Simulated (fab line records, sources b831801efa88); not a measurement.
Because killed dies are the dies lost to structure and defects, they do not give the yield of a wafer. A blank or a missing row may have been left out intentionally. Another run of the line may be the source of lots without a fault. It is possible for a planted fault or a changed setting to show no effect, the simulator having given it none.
fab line records	flow sky130
record: lots: 12	wafers: 36	last-day: 49
route steps=708 shown SD_P@359 LI_CONTACT@375 LOCAL_INTERCONNECT@401 CONTACT@409 PAD_OPEN@708
lots with no fault: from the same line, run without faults
start-h: the number of hours between the record's first day and the start of the first shown wafer of the lot	wait-h: hours since the lot's step before	" unchanged from the row above	L1.1+2: a single row standing in for several wafers	- no value, or no start given	* or withheld: withheld	< > ~ a bound
route shown NAME@n: names a module that has steps shown in the file, with the first one's number in the route	usual: average and standard deviation across the fault-free wafers	same: alike in all rows	chamber/n: place in a boat	sites: each site's reading	_std_site: standard deviation across them	_edge_site: inner sites' mean taken away from outer sites' mean	radius-mm: how far each site lies from the wafer's centre	mask NAME#n: copy n	behind: the most recent tool/chamber to have shaped the wafer	hold: cause of the lot's hold/its duration in hours/its outcome	device: transistor that didn't switch, given as n, p or np	end of line: the same wafers' tests at the end of the route	a step without rows: its recipe alone	killed: not the wafer's yield, but the dies lost to structure and defects at the first sort	map: per-die view of a wafer (x killed, . not killed, _ where there is no die)
set.NAME: the run value of the setting; set.NAME@STEP: its run value at that earlier step	model.NAME: the simulator's own value behind a step, which no gauge read
one table for each step of the route and one row for each wafer, over a sample of lots
services: from which hour (start-h, from the record's first day; less than 0 if before it) a tool's chamber was out of use, for how many hours, and why
== steps ==
step: SKY_SD_N_RS_MEAS_17
recipe: thk-meas-gauge: four-point-probe
usual: SD_P_RS: 147.1/0.34
lot.wafer	tool	chamber	start-h	wait-h	SD_P_RS[ohm/sq]
L242.2	film-metro-04	-	633.37	0.1	147.1
L242.4	"	-	"	"	146.9
L242.6	"	-	"	"	147.1
L244.1	film-metro-03	-	662.79	0.1	147.5
L244.3	"	-	"	"	147.2
L244.5	"	-	"	"	147.0
L243.3	film-metro-02	-	669.73	0.1	147.1
L243.4	"	-	"	"	147.4
L243.5	"	-	"	"	147.3
L246.1	film-metro-04	-	675.90	0.1	147.0
L246.5	"	-	"	"	146.6
L246.6	"	-	"	"	147.0
L245.1	film-metro-02	-	679.67	0.1	147.5
L245.4	"	-	"	"	146.7
L245.5	"	-	"	"	147.0
L252.1	film-metro-03	-	738.40	0.1	146.7
L252.4	"	-	"	"	146.9
L252.5	"	-	"	"	147.2
L254.1	film-metro-04	-	741.45	0.1	146.4
L254.3	"	-	"	"	146.8
L254.5	"	-	"	"	147.0
L256.3	film-metro-02	-	757.00	0.1	147.1
L256.5	"	-	"	"	146.8
L256.6	"	-	"	"	147.5
L258.1	film-metro-04	-	785.84	0.1	146.3
L258.3	"	-	"	"	146.6
L258.5	"	-	"	"	146.8
L262.3	film-metro-02	-	801.10	0.1	146.9
L262.4	"	-	"	"	146.7
L262.6	"	-	"	"	147.7
L260.1	film-metro-04	-	802.56	0.1	146.3
L260.3	"	-	"	"	146.4
L260.6	"	-	"	"	146.8
L264.1	film-metro-02	-	813.86	0.1	147.3
L264.4	"	-	"	"	147.5
L264.6	"	-	"	"	147.3
step: SKY_LI_CONTACT_OVL_MEAS_13
usual: LI_CONTACT_OVL: 0/6.2
lot.wafer	tool	chamber	start-h	wait-h	LI_CONTACT_OVL[nm]
L242.2	overlay-01	-	662.52	0.1	9
L242.4	"	-	"	"	10
L242.6	"	-	"	"	8
L244.1	overlay-02	-	691.86	0.1	6
L244.3	"	-	"	"	2
L244.5	"	-	"	"	4
L243.3	overlay-02	-	698.52	0.1	8
L243.4	"	-	"	"	4
L243.5	"	-	"	"	6
L246.1	overlay-02	-	704.51	0.1	-7
L246.5	"	-	"	"	-10
L246.6	"	-	"	"	-9
L245.1	overlay-02	-	710.11	0.1	-5
L245.4	"	-	"	"	-1
L245.5	"	-	"	"	3
L252.1	overlay-02	-	766.81	0.1	-2
L252.4	"	-	"	"	7
L252.5	"	-	"	"	7
L254.1	overlay-01	-	769.23	0.1	12
L254.3	"	-	"	"	11
L254.5	"	-	"	"	7
L256.3	overlay-01	-	784.27	0.1	7
L256.5	"	-	"	"	3
L256.6	"	-	"	"	2
L258.1	overlay-02	-	811.01	0.1	0
L258.3	"	-	"	"	8
L258.5	"	-	"	"	13
L262.3	overlay-01	-	825.07	0.1	-1
L262.4	"	-	"	"	-1
L262.6	"	-	"	"	-6
L260.1	overlay-01	-	826.51	0.1	0
L260.3	"	-	"	"	5
L260.6	"	-	"	"	1
L264.1	overlay-01	-	837.21	0.1	-5
L264.4	"	-	"	"	-4
L264.6	"	-	"	"	-2
step: SKY_LOCAL_INTERCONNECT_METAL_ETCH_14
recipe: target-depth-nm: 110	stop-on: PSG	chemistry: Cl2/BCl3	target: TiN	resist-sidewall-deg: 88	pressure-mtorr: 10	icp-w: 900	bias-w: 48.5	Cl2_flow_sccm: 60	bcl3-flow-sccm: 30	time-s: 31.4
usual: drypump-motor-current-A: 6.0/0.58	oes-product-au: 0.943/0.0083	rf-fwd-power-W: 889/3.2	throttle-valve-pct: 21.900/0.011
lot.wafer	tool	chamber	start-h	wait-h	drypump-motor-current-A	oes-product-au	rf-fwd-power-W	rf-hours-counter-h	throttle-valve-pct
L242.2	rie-metal-04	1	692.06	0.0	5.1	0.941	892	1.8	21.911
L242.4	"	0	"	"	6.5	0.942	891	-	21.907
L242.6	"	0	"	"	6.5	0.938	888	-	21.897
L244.1	rie-metal-02	0	720.95	0.0	6.8	0.943	888	3.9	21.901
L244.3	"	1	"	"	5.7	0.945	888	-	21.903
L244.5	"	0	"	"	6.8	0.950	882	-	21.910
L243.3	rie-metal-02	1	727.37	0.0	5.7	0.931	887	-	21.931
L243.4	"	0	"	"	6.8	0.936	886	-	21.896
L243.5	"	0	"	"	6.8	0.931	887	-	21.895
L246.1	rie-metal-02	0	734.01	0.0	6.7	0.940	888	4.4	21.906
L246.5	"	0	"	"	6.8	0.932	888	-	21.907
L246.6	"	1	"	"	5.7	0.939	885	-	21.896
L245.1	rie-metal-01	0	739.50	0.0	5.6	0.947	885	4.5	21.888
L245.4	"	0	"	"	5.6	0.955	883	-	21.884
L245.5	"	0	"	"	5.6	0.967	884	-	21.891
L252.1	rie-metal-02	1	793.35	0.0	5.7	0.928	1034	6.2	21.910
L252.4	"	1	"	"	5.7	0.942	1032	-	21.901
L252.5	"	0	"	"	6.8	0.933	888	-	21.911
L254.1	rie-metal-02	1	795.96	0.0	5.7	0.949	1030	6.3	21.887
L254.3	"	1	"	"	5.7	0.950	1028	-	21.905
L254.5	"	0	"	"	6.8	0.938	889	-	21.904
L256.3	rie-metal-01	0	809.93	0.0	5.6	0.936	890	-	21.896
L256.5	"	1	"	"	5.7	0.944	895	-	21.894
L256.6	"	0	"	"	5.6	0.947	887	-	21.903
L258.1	rie-metal-04	1	835.06	0.0	5.1	0.956	896	7.1	21.893
L258.3	"	0	"	"	6.5	0.959	890	-	21.912
L258.5	"	0	"	"	6.5	0.958	893	-	21.893
L262.3	rie-metal-04	1	851.15	0.0	5.1	0.933	889	-	21.900
L262.4	"	0	"	"	6.5	0.959	888	-	21.892
L262.6	"	1	"	"	5.1	0.937	893	-	21.901
L260.1	rie-metal-01	0	852.75	0.0	5.6	0.946	891	9.1	21.903
L260.3	"	1	"	"	5.7	0.952	890	-	21.891
L260.6	"	0	"	"	5.6	0.952	886	-	21.873
L264.1	rie-metal-04	1	864.90	0.0	5.1	0.934	887	9.0	21.899
L264.4	"	0	"	"	6.4	0.945	891	-	21.899
L264.6	"	0	"	"	6.4	0.933	894	-	21.893
step: SKY_LOCAL_INTERCONNECT_STRIP_15
recipe: chemistry: O2/N2	power-w: 1400	pressure-mtorr: 1500	platen-temp-c: withheld	o2-flow-sccm: 3000	n2-flow-sccm: 300	overash-fraction: 0.5
usual: drypump-motor-current-A: 5.8/0.36	o2-flow-sccm: 2999/9.4	oes-product-au: 0.427/0.0048	strip-time-to-endpoint-s: 4.728/0.018
lot.wafer	tool	chamber	start-h	wait-h	drypump-motor-current-A	o2-flow-sccm	oes-product-au	rf-hours-counter-h	strip-time-to-endpoint-s
L242.2	plasma-asher-03	1	692.11	0.0	5.8	2991	0.419	53	4.743
L242.4	"	1	"	"	5.8	3011	0.423	-	4.712
L242.6	"	1	"	"	5.8	3000	0.423	-	4.745
L244.1	plasma-asher-04	0	721.01	0.0	6.3	2990	0.430	109	4.735
L244.3	"	1	"	"	5.2	3003	0.434	-	4.739
L244.5	"	1	"	"	5.2	3004	0.426	-	4.734
L243.3	plasma-asher-04	1	727.44	0.1	5.2	2993	0.425	-	4.718
L243.4	"	0	"	"	6.3	3004	0.430	-	4.764
L243.5	"	1	"	"	5.3	2985	0.418	-	4.731
L246.1	plasma-asher-01	0	734.06	0.0	5.4	2992	0.422	92	4.696
L246.5	"	0	"	"	5.4	2988	0.414	-	4.731
L246.6	"	1	"	"	5.8	2992	0.429	-	4.740
L245.1	plasma-asher-01	1	739.56	0.0	5.8	3001	0.424	93	4.732
L245.4	"	0	"	"	5.4	2993	0.422	-	4.709
L245.5	"	0	"	"	5.4	2980	0.422	-	4.714
L252.1	plasma-asher-04	0	793.41	0.0	6.3	3012	0.422	4	4.677
L252.4	"	0	"	"	6.3	3006	0.428	-	4.679
L252.5	"	1	"	"	5.2	2995	0.432	-	4.721
L254.1	plasma-asher-03	0	796.01	0.0	5.9	2982	0.415	64	4.675
L254.3	"	0	"	"	5.8	2974	0.421	-	4.653
L254.5	"	1	"	"	5.7	3014	0.428	-	4.735
L256.3	plasma-asher-04	0	810.00	0.1	6.3	2993	0.428	-	4.710
L256.5	"	0	"	"	6.3	2997	0.431	-	4.727
L256.6	"	1	"	"	5.2	2985	0.429	-	4.739
L258.1	plasma-asher-01	1	835.11	0.0	5.8	2999	0.427	102	4.740
L258.3	"	1	"	"	5.8	2989	0.426	-	4.702
L258.5	"	1	"	"	5.8	2987	0.427	-	4.731
L262.3	plasma-asher-04	0	851.22	0.1	6.3	3003	0.430	-	4.741
L262.4	"	1	"	"	5.2	3010	0.421	-	4.727
L262.6	"	0	"	"	6.3	3007	0.426	-	4.725
L260.1	plasma-asher-04	1	852.81	0.0	5.2	3014	0.427	10	4.749
L260.3	"	1	"	"	5.2	3008	0.427	-	4.745
L260.6	"	0	"	"	6.3	3007	0.431	-	4.737
L264.1	plasma-asher-04	0	864.96	0.0	6.3	2995	0.433	12	4.747
L264.4	"	0	"	"	6.3	3007	0.424	-	4.715
L264.6	"	0	"	"	6.3	2995	0.430	-	4.748
step: SKY_CONTACT_THK_MEAS_03
recipe: reads: SiO2_of_CONTACT_HDPCVD_02
usual: CONTACT_HDPCVD_THK: 568/6
lot.wafer	tool	chamber	start-h	wait-h	CONTACT_HDPCVD_THK[nm]
L242.2	film-metro-03	-	692.93	0.0	563
L242.4	"	-	"	"	566
L242.6	"	-	"	"	568
L244.1	film-metro-03	-	721.76	0.0	570
L244.3	"	-	"	"	570
L244.5	"	-	"	"	567
L243.3	film-metro-01	-	728.19	0.1	572
L243.4	"	-	"	"	569
L243.5	"	-	"	"	576
L246.1	film-metro-04	-	734.82	0.0	568
L246.5	"	-	"	"	571
L246.6	"	-	"	"	571
L245.1	film-metro-03	-	740.31	0.0	560
L245.4	"	-	"	"	559
L245.5	"	-	"	"	562
L252.1	film-metro-01	-	794.17	0.0	555
L252.4	"	-	"	"	558
L252.5	"	-	"	"	561
L254.1	film-metro-01	-	796.81	0.0	568
L254.3	"	-	"	"	563
L254.5	"	-	"	"	572
L256.3	film-metro-03	-	810.75	0.1	581
L256.5	"	-	"	"	573
L256.6	"	-	"	"	567
L258.1	film-metro-01	-	835.88	0.0	575
L258.3	"	-	"	"	571
L258.5	"	-	"	"	576
L262.3	film-metro-03	-	852.30	0.1	569
L262.4	"	-	"	"	567
L262.6	"	-	"	"	568
L260.1	film-metro-03	-	853.64	0.0	564
L260.3	"	-	"	"	570
L260.6	"	-	"	"	567
L264.1	film-metro-01	-	865.88	0.0	560
L264.4	"	-	"	"	563
L264.6	"	-	"	"	563
step: SKY_PAD_OPEN_PROBE_99
usual: killed_at_M0_to_M3: 44/6.5	killed_at_M4_up: 3.3/1.9	killed-at-contacts: 23/4.7	killed-at-front-end: 15/4.5	killed-at-other: 0.2/0.52	killed-dies: 86/8.9	killed-open: 47/6.8	killed-short: 39/6.1
same: gross-dies: 492	killed-at-back-side: 0
lot.wafer	tool	chamber	start-h	wait-h	killed_at_M0_to_M3	killed_at_M4_up	killed-at-contacts	killed-at-front-end	killed-at-other	killed-dies	killed-open	killed-short
L252.1	prober-01	-	1134.80	0.1	52	4	17	17	0	90	49	41
L252.4	prober-01	-	1134.95	0.2	30	8	24	13	0	75	35	40
L252.5	prober-01	-	1135.00	0.2	46	3	32	14	0	95	50	45
killed by level:class
L252.1 VIA2:geometric-particle:open=11 VIA1:geometric-particle:open=9 LI_CONTACT:geometric-particle:open=8 METAL2:geometric-particle:short=7 METAL3:geometric-particle:short=6 CONTACT:geometric-particle:open=5 FIELD_ISO:geometric-particle:short=4 FIELD_ISO:geometric-particle:open=4
L252.4 VIA1:geometric-particle:open=10 CONTACT:geometric-particle:open=8 LOCAL_INTERCONNECT:geometric-particle:short=7 METAL4:geometric-particle:short=7 VIA2:geometric-particle:short=4 LI_CONTACT:geometric-particle:open=3 CONTACT:geometric-particle:short=3 VIA2:geometric-particle:open=3
L252.5 VIA1:geometric-particle:open=12 CONTACT:geometric-particle:open=10 CONTACT:geometric-particle:short=9 LOCAL_INTERCONNECT:geometric-particle:short=8 VIA1:geometric-particle:short=7 VIA2:geometric-particle:open=7 VIA3:geometric-particle:open=6 POLY_GATE:geometric-particle:short=5
== services ==
tool	chamber	start-h	hours	kind
rie-metal-02	0	671.31	24.8	repair
rie-metal-04	-	689.62	1.4	pm
rie-metal-04	0	693.55	-	clean
rie-metal-04	0	693.55	25.9	scheduled-down
rie-metal-04	0	693.55	25.9	vent-cycle
plasma-asher-01	-	704.36	2.3	repair
plasma-asher-01	-	721.53	4.0	repair
plasma-asher-03	-	721.92	3.1	repair
rie-metal-01	-	727.97	2.8	pm
plasma-asher-04	-	733.75	9.0	pm
plasma-asher-04	0	733.75	9.0	vent-cycle
plasma-asher-04	1	733.75	9.0	vent-cycle
plasma-asher-04	0	742.75	-	clean
plasma-asher-04	1	742.75	-	clean
plasma-asher-04	-	751.25	2.8	pm
plasma-asher-04	-	754.61	2.3	repair
rie-metal-02	0	758.48	8.0	repair
rie-metal-04	-	796.49	1.1	repair
plasma-asher-01	-	799.02	3.8	repair
rie-metal-04	0	803.90	6.0	repair
rie-metal-02	1	835.75	4.7	repair
rie-metal-02	0	836.96	4.8	repair
== key ==
first-sign: step: SKY_LOCAL_INTERCONNECT_METAL_ETCH_14	reading: rf-fwd-power-W	direction: up	sigmas: 44	usual: 889	struck: 1031
effect: step: SKY_LOCAL_INTERCONNECT_STRIP_15	reading: strip-time-to-endpoint-s	direction: down	sigmas: 3.1	usual: *	struck: *
met-at SKY_LOCAL_INTERCONNECT_METAL_ETCH_14
struck-lots L252,L254
struck-wafers L252.1,L252.4,L254.1,L254.3
tester-left-out L252,L254
not-acting-at SKY_SD_N_RS_MEAS_17,SKY_LI_CONTACT_OVL_MEAS_13,SKY_CONTACT_THK_MEAS_03
onset-between 734.01 793.35
fault: kind: process-parameter-drift	tool: rie-metal-02	chamber: 1	onset-h: 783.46	steps: SKY_LOCAL_INTERCONNECT_METAL_ETCH_14	channel: icp-w	offset: 144	shape: step	end-h: 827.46	acts-in: these-recipes-only	stated: 900
tester-left-out: of these lots the tester's yield and bins aren't shown, on N5 and GAA mostly nor the transistor test; their killed dies are dies lost to structure and defects alone, not to doping, threshold or leakage, so they don't give the yield
